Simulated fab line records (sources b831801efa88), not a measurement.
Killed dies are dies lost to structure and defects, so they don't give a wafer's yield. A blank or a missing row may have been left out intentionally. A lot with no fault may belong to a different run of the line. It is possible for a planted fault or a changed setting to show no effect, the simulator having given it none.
Which of the tools did it? | flow sky130 | Sampling: 14 lots, 42 wafers, 2 of 708 route steps

WHAT EACH GAUGE READ, for each wafer
SKY_LDD_HVN_TW_MEAS_10.
lot  | measured     | on            | LDD_HVN_TW
L159 | day 21 03:29 | film-metro-03 | 1441 1445 1439
L160 | day 21 05:02 | film-metro-01 | 1446 1438 1444
L162 | day 21 10:43 | film-metro-03 | 1568 1578 1579 1574 1571 1579
L164 | day 21 19:47 | film-metro-03 | 1578 1575 1579 1580 1576 1575
L165 | day 23 04:24 | film-metro-03 | 1444 1438 1436
L169 | day 24 12:14 | film-metro-04 | 1444 1445 1445
L171 | day 24 20:58 | film-metro-01 | 1446 1442 1452
L172 | day 24 22:50 | film-metro-03 | 1447 1445 1450
L175 | day 26 00:38 | film-metro-03 | 1447 1440 1451
L174 | day 26 03:53 | film-metro-01 | 1440 1439 1446
L178 | day 27 00:32 | film-metro-01 | 1456 1454 1453
L179 | day 27 10:09 | film-metro-04 | 1433 1421 1436
L182 | day 28 04:02 | film-metro-03 | 1438 1433 1437
L181 | day 28 06:46 | film-metro-01 | 1444 1438 1442

TOOL THAT RAN EACH LOT (tool first, then ch and the chambers of the sampled wafers, then the start)
lot  | SKY_LDD_HVN_IMPLANT_08
L159 | implanter-04 ch 0, day 21 03:16
L160 | implanter-04 ch 0, day 21 04:49
L162 | implanter-04 ch 0, day 21 10:28
L164 | implanter-04 ch 0, day 21 19:32
L165 | implanter-01 ch 0, day 23 04:10
L169 | implanter-01 ch 0, day 24 11:59
L171 | implanter-01 ch 0, day 24 20:43
L172 | implanter-03 ch 0, day 24 22:35
L175 | implanter-04 ch 0, day 26 00:23
L174 | implanter-01 ch 0, day 26 03:38
L178 | implanter-03 ch 0, day 27 00:19
L179 | implanter-03 ch 0, day 27 09:55
L182 | implanter-03 ch 0, day 28 03:47
L181 | implanter-04 ch 0, day 28 06:31
- SKY_LDD_HVN_IMPLANT_08

AS READ BY THE TOOLS THEMSELVES (means over the sampled wafers that have a number; for cases with no such wafer, the mark the record gives instead)
SKY_LDD_HVN_IMPLANT_08.
lot  | tool         | beam-energy-keV | end-station-pressure-torr (Torr)
L159 | implanter-04 | 59.989          | 5.14e-06
L160 | implanter-04 | 59.995          | 5.19e-06
L162 | implanter-04 | 86.034          | 5.13e-06
L164 | implanter-04 | 86.043          | 5.16e-06
L165 | implanter-01 | 60.016          | 5.12e-06
L169 | implanter-01 | 59.993          | 5.12e-06
L171 | implanter-01 | 59.994          | 5.16e-06
L172 | implanter-03 | 60.001          | 5.26e-06
L175 | implanter-04 | 60.030          | 5.22e-06
L174 | implanter-01 | 60.000          | 5.42e-06
L178 | implanter-03 | 60.015          | 4.99e-06
L179 | implanter-03 | 59.993          | 5.42e-06
L182 | implanter-03 | 60.015          | 5.11e-06
L181 | implanter-04 | 60.005          | 5.00e-06

THE ANSWER, worked out from the rows above alone
Rule: the lots themselves supply what counts as usual. The widest of any qualifying gaps counts: lots, ordered by their means at a reading, are off when they make up no more than a third of the lots, leave a main group of 4 or more, and stand apart from it by 3 or more times the standard deviation of that group's means. A main group whose means are all the same, to the digits that the tables above print for the reading, isn't used. Also off: a lot with no number at a reading for which 4 or more lots have one. All remaining lots with rows at the step are treated as sound. The gauges are gone through in route order, then the tools' own readings, and for those a lot's mean is taken as printed above. At the first step where some lot is off, the reading lying furthest off is the one used; lots without a number count as furthest.
Off: L162, L164, at SKY_LDD_HVN_TW_MEAS_10 (LDD_HVN_TW). The main group has a mean of 1443 with a standard deviation of 5.8.
A tool fits if, at a process step before that reading, it ran every lot that is off, and no sound lot after the first of them. Not tried: the gauges at SKY_LDD_HVN_TW_MEAS_10; whatever is off there is also off at SKY_LDD_HVN_IMPLANT_08, on other tools, and gauge error can't account for it. Of those tried, none fits.

WHAT THE SIMULATOR HAD INSERTED
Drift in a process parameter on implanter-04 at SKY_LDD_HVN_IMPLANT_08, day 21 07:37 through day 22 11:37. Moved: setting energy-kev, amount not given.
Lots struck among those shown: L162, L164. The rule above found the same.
